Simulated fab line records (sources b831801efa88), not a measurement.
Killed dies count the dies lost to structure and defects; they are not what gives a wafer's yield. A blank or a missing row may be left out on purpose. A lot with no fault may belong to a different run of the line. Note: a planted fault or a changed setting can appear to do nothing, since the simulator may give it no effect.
Which tool did it? / flow sfqLine / 15 lots, 45 wafers sampled, at 6 steps of a route of 325

WHAT THE GAUGES READ, wafer by wafer
SFQ_I7_OVL_MEAS_947. Usual: I7_OVL gives -4 nm (standard deviation 5.6).
lot=L243; measured=day 82 05:20; on=overlay-02; I7_OVL (nm)=4 7 -1; flag=
lot=L244; measured=day 82 08:57; on=overlay-02; I7_OVL (nm)=-4 1 -2; flag=
lot=L245; measured=day 82 10:09; on=overlay-02; I7_OVL (nm)=-14 -9 -17; flag=
lot=L246; measured=day 82 15:59; on=overlay-02; I7_OVL (nm)=-1 2 4; flag=
lot=L247; measured=day 82 17:10; on=overlay-02; I7_OVL (nm)=-5 -5 -9; flag=
lot=L248; measured=day 85 17:55; on=overlay-02; I7_OVL (nm)=1 -7 -4; flag=
lot=L249; measured=day 89 14:28; on=overlay-02; I7_OVL (nm)=-11 -13 -11; flag=
lot=L252; measured=day 95 10:01; on=overlay-02; I7_OVL (nm)=7 13 10; flag=
lot=L253; measured=day 95 13:38; on=overlay-01; I7_OVL (nm)=-7 -5 -6; flag=
lot=L254; measured=day 95 17:13; on=overlay-01; I7_OVL (nm)=-1 -2 -1; flag=
lot=L255; measured=day 95 22:01; on=overlay-01; I7_OVL (nm)=-11 -6 -13; flag=
lot=L256; measured=day 96 07:37; on=overlay-01; I7_OVL (nm)=-6 -8 -5; flag=
lot=L257; measured=day 96 17:23; on=overlay-02; I7_OVL (nm)=3 -10 -3; flag=
lot=L258; measured=day 96 19:47; on=overlay-02; I7_OVL (nm)=-1 -2 -3; flag=
lot=L259; measured=day 96 20:59; on=overlay-01; I7_OVL (nm)=-7 -3 -4; flag=

SFQ_M8_BOW_MEAS_951. Usual: M8_BOW gives 11 um (standard deviation 11).
lot=L243; measured=day 86 19:50; on=filmMetro-02; M8_BOW (um)=4 -3 0; flag=
lot=L244; measured=day 86 23:28; on=filmMetro-02; M8_BOW (um)=18 6 2; flag=
lot=L245; measured=day 87 00:40; on=filmMetro-03; M8_BOW (um)=-2 6 10; flag=
lot=L246; measured=day 87 05:32; on=filmMetro-03; M8_BOW (um)=14 17 7; flag=
lot=L247; measured=day 87 07:55; on=filmMetro-03; M8_BOW (um)=22 26 20; flag=
lot=L248; measured=day 87 09:14; on=filmMetro-02; M8_BOW (um)=27 17 25; flag=
lot=L249; measured=day 90 02:10; on=filmMetro-02; M8_BOW (um)=3 1 1; flag=
lot=L252; measured=day 95 15:07; on=filmMetro-01; M8_BOW (um)=15 16 3; flag=
lot=L253; measured=day 95 18:43; on=filmMetro-02; M8_BOW (um)=31 23 30; flag=
lot=L254; measured=day 95 22:07; on=filmMetro-03; M8_BOW (um)=35 38 32; flag=
lot=L255; measured=day 96 02:55; on=filmMetro-01; M8_BOW (um)=22 15 3; flag=
lot=L256; measured=day 96 12:31; on=filmMetro-01; M8_BOW (um)=16 10 18; flag=
lot=L257; measured=day 96 23:01; on=filmMetro-01; M8_BOW (um)=1 5 -1; flag=
lot=L258; measured=day 97 02:35; on=filmMetro-03; M8_BOW (um)=21 -1 14; flag=
lot=L259; measured=day 97 03:47; on=filmMetro-03; M8_BOW (um)=43 43 18; flag=

WHICH TOOL RAN EACH LOT (tool, then ch and the chambers of the sampled wafers, then the start)
lot=L243; SFQ_TRILAYER_I7_DEP_PECVD_183=pecvd-03 ch 0,1,2, day 81 20:46; SFQ_TRILAYER_I7_VIA_BARC_OPEN_VIA_ETCH_260=rieDiel-04 ch 1,3, day 82 05:23; SFQ_TRILAYER_I7_VIA_ETCH_VIA_ETCH_190=rieDiel-04 ch 1,3, day 82 05:25; SFQ_TRILAYER_M8_LITHO_EXPOSE_194=krfScanner-02 ch 0, day 86 17:13
lot=L244; SFQ_TRILAYER_I7_DEP_PECVD_183=pecvd-02 ch 1,2, day 81 23:10; SFQ_TRILAYER_I7_VIA_BARC_OPEN_VIA_ETCH_260=rieDiel-02 ch 0,3, day 82 08:59; SFQ_TRILAYER_I7_VIA_ETCH_VIA_ETCH_190=rieDiel-02 ch 0,3, day 82 09:01; SFQ_TRILAYER_M8_LITHO_EXPOSE_194=krfScanner-02 ch 0, day 86 21:01
lot=L245; SFQ_TRILAYER_I7_DEP_PECVD_183=pecvd-04 ch 0,2, day 82 01:34; SFQ_TRILAYER_I7_VIA_BARC_OPEN_VIA_ETCH_260=rieDiel-04 ch 1,2,3, day 82 10:11; SFQ_TRILAYER_I7_VIA_ETCH_VIA_ETCH_190=rieDiel-04 ch 1,2,3, day 82 10:13; SFQ_TRILAYER_M8_LITHO_EXPOSE_194=krfScanner-02 ch 0, day 86 22:13
lot=L246; SFQ_TRILAYER_I7_DEP_PECVD_183=pecvd-02 ch 1,2, day 82 05:57; SFQ_TRILAYER_I7_VIA_BARC_OPEN_VIA_ETCH_260=rieDiel-01 ch 0,1,3, day 82 16:01; SFQ_TRILAYER_I7_VIA_ETCH_VIA_ETCH_190=rieDiel-01 ch 0,1,3, day 82 16:03; SFQ_TRILAYER_M8_LITHO_EXPOSE_194=krfScanner-01 ch 0, day 87 03:05
lot=L247; SFQ_TRILAYER_I7_DEP_PECVD_183=pecvd-04 ch 0,1, day 82 08:19; SFQ_TRILAYER_I7_VIA_BARC_OPEN_VIA_ETCH_260=rieDiel-02 ch 0,2, day 82 17:13; SFQ_TRILAYER_I7_VIA_ETCH_VIA_ETCH_190=rieDiel-02 ch 0,2, day 82 17:15; SFQ_TRILAYER_M8_LITHO_EXPOSE_194=krfScanner-01 ch 0, day 87 05:17
lot=L248; SFQ_TRILAYER_I7_DEP_PECVD_183=pecvd-04 ch 1,2, day 85 11:16; SFQ_TRILAYER_I7_VIA_BARC_OPEN_VIA_ETCH_260=rieDiel-04 ch 1,2, day 85 17:58; SFQ_TRILAYER_I7_VIA_ETCH_VIA_ETCH_190=rieDiel-04 ch 1,2, day 85 18:00; SFQ_TRILAYER_M8_LITHO_EXPOSE_194=krfScanner-02 ch 0, day 87 06:37
lot=L249; SFQ_TRILAYER_I7_DEP_PECVD_183=pecvd-03 ch 0,1,2, day 88 20:55; SFQ_TRILAYER_I7_VIA_BARC_OPEN_VIA_ETCH_260=rieDiel-01 ch 0,2,3, day 89 14:30; SFQ_TRILAYER_I7_VIA_ETCH_VIA_ETCH_190=rieDiel-01 ch 0,2,3, day 89 14:32; SFQ_TRILAYER_M8_LITHO_EXPOSE_194=krfScanner-01 ch 0, day 89 23:32
lot=L252; SFQ_TRILAYER_I7_DEP_PECVD_183=pecvd-03 ch 1,2, day 91 12:22; SFQ_TRILAYER_I7_VIA_BARC_OPEN_VIA_ETCH_260=rieDiel-02 ch 0,2,3, day 95 10:03; SFQ_TRILAYER_I7_VIA_ETCH_VIA_ETCH_190=rieDiel-02 ch 0,2,3, day 95 10:05; SFQ_TRILAYER_M8_LITHO_EXPOSE_194=krfScanner-02 ch 0, day 95 12:17
lot=L253; SFQ_TRILAYER_I7_DEP_PECVD_183=pecvd-04 ch 0,1,2, day 91 16:45; SFQ_TRILAYER_I7_VIA_BARC_OPEN_VIA_ETCH_260=rieDiel-01 ch 1,3, day 95 13:39; SFQ_TRILAYER_I7_VIA_ETCH_VIA_ETCH_190=rieDiel-01 ch 1,3, day 95 13:41; SFQ_TRILAYER_M8_LITHO_EXPOSE_194=krfScanner-02 ch 0, day 95 16:17
lot=L254; SFQ_TRILAYER_I7_DEP_PECVD_183=pecvd-02 ch 1,2, day 91 18:22; SFQ_TRILAYER_I7_VIA_BARC_OPEN_VIA_ETCH_260=rieDiel-04 ch 1,2,3, day 95 17:15; SFQ_TRILAYER_I7_VIA_ETCH_VIA_ETCH_190=rieDiel-04 ch 1,2,3, day 95 17:17; SFQ_TRILAYER_M8_LITHO_EXPOSE_194=krfScanner-02 ch 0, day 95 19:29
lot=L255; SFQ_TRILAYER_I7_DEP_PECVD_183=pecvd-03 ch 0,1, day 92 01:09; SFQ_TRILAYER_I7_VIA_BARC_OPEN_VIA_ETCH_260=rieDiel-04 ch 1,2,3, day 95 22:03; SFQ_TRILAYER_I7_VIA_ETCH_VIA_ETCH_190=rieDiel-04 ch 1,2,3, day 95 22:05; SFQ_TRILAYER_M8_LITHO_EXPOSE_194=krfScanner-02 ch 0, day 96 00:18
lot=L256; SFQ_TRILAYER_I7_DEP_PECVD_183=pecvd-04 ch 0,1,2, day 92 09:58; SFQ_TRILAYER_I7_VIA_BARC_OPEN_VIA_ETCH_260=rieDiel-01 ch 0,2,3, day 96 07:39; SFQ_TRILAYER_I7_VIA_ETCH_VIA_ETCH_190=rieDiel-01 ch 0,2,3, day 96 07:41; SFQ_TRILAYER_M8_LITHO_EXPOSE_194=krfScanner-02, day 96 09:53
lot=L257; SFQ_TRILAYER_I7_DEP_PECVD_183=pecvd-04 ch 0,1, day 92 18:22; SFQ_TRILAYER_I7_VIA_BARC_OPEN_VIA_ETCH_260=rieDiel-04 ch 0,2,3, day 96 17:25; SFQ_TRILAYER_I7_VIA_ETCH_VIA_ETCH_190=rieDiel-04 ch 0,2,3, day 96 17:28; SFQ_TRILAYER_M8_LITHO_EXPOSE_194=krfScanner-01, day 96 20:34
lot=L258; SFQ_TRILAYER_I7_DEP_PECVD_183=pecvd-03 ch 1,2, day 92 23:10; SFQ_TRILAYER_I7_VIA_BARC_OPEN_VIA_ETCH_260=rieDiel-02 ch 2,3, day 96 19:49; SFQ_TRILAYER_I7_VIA_ETCH_VIA_ETCH_190=rieDiel-02 ch 2,3, day 96 19:52; SFQ_TRILAYER_M8_LITHO_EXPOSE_194=krfScanner-01, day 96 23:58
lot=L259; SFQ_TRILAYER_I7_DEP_PECVD_183=pecvd-02 ch 0,1, day 93 00:22; SFQ_TRILAYER_I7_VIA_BARC_OPEN_VIA_ETCH_260=rieDiel-01 ch 0,2, day 96 21:01; SFQ_TRILAYER_I7_VIA_ETCH_VIA_ETCH_190=rieDiel-01 ch 0,2, day 96 21:04; SFQ_TRILAYER_M8_LITHO_EXPOSE_194=krfScanner-01 ch 0, day 97 01:10
- SFQ_TRILAYER_I7_DEP_PECVD_183: deposits SiO2 from SiH4/N2O, time 111.11 s, target thk 500 nm.
- SFQ_TRILAYER_I7_VIA_BARC_OPEN_VIA_ETCH_260: etches BARC in O2, target depth 125 nm, time 41.7 s.
- SFQ_TRILAYER_I7_VIA_ETCH_VIA_ETCH_190: etches SiO2 in CHF3, stops on Nb, target depth 260 nm.
- SFQ_TRILAYER_M8_LITHO_EXPOSE_194: exposes mask M8, target cd 2000 nm.

AS READ BY THE TOOLS THEMSELVES (means over the sampled wafers that have a number; for cases with no such wafer, the mark the record gives instead)
SFQ_TRILAYER_I7_DEP_PECVD_183. Usual: heaterPowerW 83 W, standard deviation 15; showerheadVppV 815 V, standard deviation 36; throttleValvePct 24.3 %, standard deviation 1.
lot=L243; tool=pecvd-03; heaterPowerW (W)=87; showerheadVppV (V)=836; throttleValvePct (%)=24.3; flag=
lot=L244; tool=pecvd-02; heaterPowerW (W)=91; showerheadVppV (V)=793; throttleValvePct (%)=24.4; flag=
lot=L245; tool=pecvd-04; heaterPowerW (W)=87; showerheadVppV (V)=794; throttleValvePct (%)=24.0; flag=
lot=L246; tool=pecvd-02; heaterPowerW (W)=74; showerheadVppV (V)=808; throttleValvePct (%)=23.9; flag=
lot=L247; tool=pecvd-04; heaterPowerW (W)=88; showerheadVppV (V)=813; throttleValvePct (%)=24.4; flag=
lot=L248; tool=pecvd-04; heaterPowerW (W)=73; showerheadVppV (V)=830; throttleValvePct (%)=24.4; flag=
lot=L249; tool=pecvd-03; heaterPowerW (W)=94; showerheadVppV (V)=833; throttleValvePct (%)=24.9; flag=
lot=L252; tool=pecvd-03; heaterPowerW (W)=93; showerheadVppV (V)=819; throttleValvePct (%)=23.9; flag=
lot=L253; tool=pecvd-04; heaterPowerW (W)=81; showerheadVppV (V)=808; throttleValvePct (%)=24.5; flag=
lot=L254; tool=pecvd-02; heaterPowerW (W)=87; showerheadVppV (V)=798; throttleValvePct (%)=23.2; flag=
lot=L255; tool=pecvd-03; heaterPowerW (W)=87; showerheadVppV (V)=815; throttleValvePct (%)=26.2; flag=
lot=L256; tool=pecvd-04; heaterPowerW (W)=82; showerheadVppV (V)=820; throttleValvePct (%)=24.2; flag=
lot=L257; tool=pecvd-04; heaterPowerW (W)=89; showerheadVppV (V)=809; throttleValvePct (%)=24.5; flag=
lot=L258; tool=pecvd-03; heaterPowerW (W)=90; showerheadVppV (V)=824; throttleValvePct (%)=24.1; flag=
lot=L259; tool=pecvd-02; heaterPowerW (W)=62; showerheadVppV (V)=820; throttleValvePct (%)=23.4; flag=

SFQ_TRILAYER_I7_VIA_BARC_OPEN_VIA_ETCH_260. Usual: biasW 80.00 W, standard deviation 0.23; chamberPressureMTorr 29.999 mTorr, standard deviation 0.027; drypumpMotorCurrentA 5.8 A, standard deviation 0.41; oesProductAu 0.685 a.u., standard deviation 0.0047.
lot=L243; tool=rieDiel-04; biasW (W)=79.88; chamberPressureMTorr (mTorr)=29.978; drypumpMotorCurrentA (A)=5.9; oesProductAu (a.u.)=0.683; flag=
lot=L244; tool=rieDiel-02; biasW (W)=80.28; chamberPressureMTorr (mTorr)=29.991; drypumpMotorCurrentA (A)=5.9; oesProductAu (a.u.)=0.688; flag=
lot=L245; tool=rieDiel-04; biasW (W)=80.04; chamberPressureMTorr (mTorr)=29.998; drypumpMotorCurrentA (A)=5.8; oesProductAu (a.u.)=0.683; flag=
lot=L246; tool=rieDiel-01; biasW (W)=79.87; chamberPressureMTorr (mTorr)=29.992; drypumpMotorCurrentA (A)=5.7; oesProductAu (a.u.)=0.684; flag=
lot=L247; tool=rieDiel-02; biasW (W)=80.10; chamberPressureMTorr (mTorr)=29.999; drypumpMotorCurrentA (A)=6.3; oesProductAu (a.u.)=0.686; flag=
lot=L248; tool=rieDiel-04; biasW (W)=79.84; chamberPressureMTorr (mTorr)=30.004; drypumpMotorCurrentA (A)=5.7; oesProductAu (a.u.)=0.683; flag=
lot=L249; tool=rieDiel-01; biasW (W)=80.01; chamberPressureMTorr (mTorr)=29.989; drypumpMotorCurrentA (A)=5.5; oesProductAu (a.u.)=0.687; flag=
lot=L252; tool=rieDiel-02; biasW (W)=79.94; chamberPressureMTorr (mTorr)=30.006; drypumpMotorCurrentA (A)=6.1; oesProductAu (a.u.)=0.687; flag=
lot=L253; tool=rieDiel-01; biasW (W)=79.77; chamberPressureMTorr (mTorr)=29.994; drypumpMotorCurrentA (A)=5.5; oesProductAu (a.u.)=0.682; flag=
lot=L254; tool=rieDiel-04; biasW (W)=80.16; chamberPressureMTorr (mTorr)=30.005; drypumpMotorCurrentA (A)=5.8; oesProductAu (a.u.)=0.683; flag=
lot=L255; tool=rieDiel-04; biasW (W)=80.14; chamberPressureMTorr (mTorr)=30.022; drypumpMotorCurrentA (A)=5.8; oesProductAu (a.u.)=0.679; flag=
lot=L256; tool=rieDiel-01; biasW (W)=-; chamberPressureMTorr (mTorr)=-; drypumpMotorCurrentA (A)=-; oesProductAu (a.u.)=-; flag=OFF
lot=L257; tool=rieDiel-04; biasW (W)=-; chamberPressureMTorr (mTorr)=-; drypumpMotorCurrentA (A)=-; oesProductAu (a.u.)=-; flag=OFF
lot=L258; tool=rieDiel-02; biasW (W)=-; chamberPressureMTorr (mTorr)=-; drypumpMotorCurrentA (A)=-; oesProductAu (a.u.)=-; flag=OFF
lot=L259; tool=rieDiel-01; biasW (W)=80.00; chamberPressureMTorr (mTorr)=30.013; drypumpMotorCurrentA (A)=5.6; oesProductAu (a.u.)=0.685; flag=

SFQ_TRILAYER_I7_VIA_ETCH_VIA_ETCH_190. Usual: biasW 80.00 W, standard deviation 0.26; chamberPressureMTorr 30.002 mTorr, standard deviation 0.027; drypumpMotorCurrentA 5.8 A, standard deviation 0.41; oesProductAu 0.853 a.u., standard deviation 0.0054.
lot=L243; tool=rieDiel-04; biasW (W)=80.13; chamberPressureMTorr (mTorr)=29.981; drypumpMotorCurrentA (A)=5.9; oesProductAu (a.u.)=0.855; flag=
lot=L244; tool=rieDiel-02; biasW (W)=79.84; chamberPressureMTorr (mTorr)=29.972; drypumpMotorCurrentA (A)=5.9; oesProductAu (a.u.)=0.855; flag=
lot=L245; tool=rieDiel-04; biasW (W)=79.80; chamberPressureMTorr (mTorr)=30.006; drypumpMotorCurrentA (A)=5.8; oesProductAu (a.u.)=0.850; flag=
lot=L246; tool=rieDiel-01; biasW (W)=79.91; chamberPressureMTorr (mTorr)=30.001; drypumpMotorCurrentA (A)=5.7; oesProductAu (a.u.)=0.854; flag=
lot=L247; tool=rieDiel-02; biasW (W)=80.23; chamberPressureMTorr (mTorr)=30.025; drypumpMotorCurrentA (A)=6.3; oesProductAu (a.u.)=0.851; flag=
lot=L248; tool=rieDiel-04; biasW (W)=79.95; chamberPressureMTorr (mTorr)=29.985; drypumpMotorCurrentA (A)=5.7; oesProductAu (a.u.)=0.852; flag=
lot=L249; tool=rieDiel-01; biasW (W)=80.05; chamberPressureMTorr (mTorr)=29.974; drypumpMotorCurrentA (A)=5.5; oesProductAu (a.u.)=0.850; flag=
lot=L252; tool=rieDiel-02; biasW (W)=80.26; chamberPressureMTorr (mTorr)=30.014; drypumpMotorCurrentA (A)=6.1; oesProductAu (a.u.)=0.851; flag=
lot=L253; tool=rieDiel-01; biasW (W)=80.11; chamberPressureMTorr (mTorr)=30.034; drypumpMotorCurrentA (A)=5.5; oesProductAu (a.u.)=0.856; flag=
lot=L254; tool=rieDiel-04; biasW (W)=79.98; chamberPressureMTorr (mTorr)=30.011; drypumpMotorCurrentA (A)=5.8; oesProductAu (a.u.)=0.851; flag=
lot=L255; tool=rieDiel-04; biasW (W)=80.17; chamberPressureMTorr (mTorr)=29.976; drypumpMotorCurrentA (A)=5.8; oesProductAu (a.u.)=0.857; flag=
lot=L256; tool=rieDiel-01; biasW (W)=79.89; chamberPressureMTorr (mTorr)=30.005; drypumpMotorCurrentA (A)=5.5; oesProductAu (a.u.)=0.379; flag=OFF
lot=L257; tool=rieDiel-04; biasW (W)=79.88; chamberPressureMTorr (mTorr)=30.007; drypumpMotorCurrentA (A)=5.8; oesProductAu (a.u.)=0.375; flag=OFF
lot=L258; tool=rieDiel-02; biasW (W)=79.80; chamberPressureMTorr (mTorr)=30.001; drypumpMotorCurrentA (A)=5.9; oesProductAu (a.u.)=0.372; flag=OFF
lot=L259; tool=rieDiel-01; biasW (W)=80.23; chamberPressureMTorr (mTorr)=29.989; drypumpMotorCurrentA (A)=5.6; oesProductAu (a.u.)=0.861; flag=

SFQ_TRILAYER_M8_LITHO_EXPOSE_194. Usual: exposureDoseMJCm2 14.397, standard deviation 0.013; focusOffsetNm 0.1 nm, standard deviation 0.48.
lot=L243; tool=krfScanner-02; exposureDoseMJCm2=14.393; focusOffsetNm (nm)=0.2; flag=
lot=L244; tool=krfScanner-02; exposureDoseMJCm2=14.394; focusOffsetNm (nm)=-0.7; flag=
lot=L245; tool=krfScanner-02; exposureDoseMJCm2=14.402; focusOffsetNm (nm)=0.0; flag=
lot=L246; tool=krfScanner-01; exposureDoseMJCm2=14.397; focusOffsetNm (nm)=0.2; flag=
lot=L247; tool=krfScanner-01; exposureDoseMJCm2=14.408; focusOffsetNm (nm)=0.0; flag=
lot=L248; tool=krfScanner-02; exposureDoseMJCm2=14.388; focusOffsetNm (nm)=0.3; flag=
lot=L249; tool=krfScanner-01; exposureDoseMJCm2=14.382; focusOffsetNm (nm)=0.2; flag=
lot=L252; tool=krfScanner-02; exposureDoseMJCm2=14.406; focusOffsetNm (nm)=0.4; flag=
lot=L253; tool=krfScanner-02; exposureDoseMJCm2=14.400; focusOffsetNm (nm)=-0.2; flag=
lot=L254; tool=krfScanner-02; exposureDoseMJCm2=14.381; focusOffsetNm (nm)=0.3; flag=
lot=L255; tool=krfScanner-02; exposureDoseMJCm2=14.401; focusOffsetNm (nm)=0.3; flag=
lot=L256; tool=krfScanner-02; exposureDoseMJCm2=-; focusOffsetNm (nm)=-; flag=OFF
lot=L257; tool=krfScanner-01; exposureDoseMJCm2=-; focusOffsetNm (nm)=-; flag=OFF
lot=L258; tool=krfScanner-01; exposureDoseMJCm2=-; focusOffsetNm (nm)=-; flag=OFF
lot=L259; tool=krfScanner-01; exposureDoseMJCm2=14.407; focusOffsetNm (nm)=-0.4; flag=

THE ANSWER, worked out from the rows above alone
Rule: a lot counts as off when the mean over its wafers that have a number is more than 3 standard deviations away from the usual mean. A lot without any number at a reading at which 4 lots or more have one is off too. The other lots that the step has rows for count as sound. The gauges are gone through in route order, then the tools' own readings, and for those a lot's mean is taken as printed above. The first step at which some lot is off is used, and at that step the reading that is off furthest; a lot without a number counts as furthest.
Off: L256, L257, L258, at SFQ_TRILAYER_I7_VIA_BARC_OPEN_VIA_ETCH_260 (biasW). Without a number there: L256, L257, L258.
If a tool, at that step or one of the process steps before it, ran each lot that is off and ran no sound lot following the first of them, it fits. None of those tried fits.

WHAT THE SIMULATOR HAD PUT IN
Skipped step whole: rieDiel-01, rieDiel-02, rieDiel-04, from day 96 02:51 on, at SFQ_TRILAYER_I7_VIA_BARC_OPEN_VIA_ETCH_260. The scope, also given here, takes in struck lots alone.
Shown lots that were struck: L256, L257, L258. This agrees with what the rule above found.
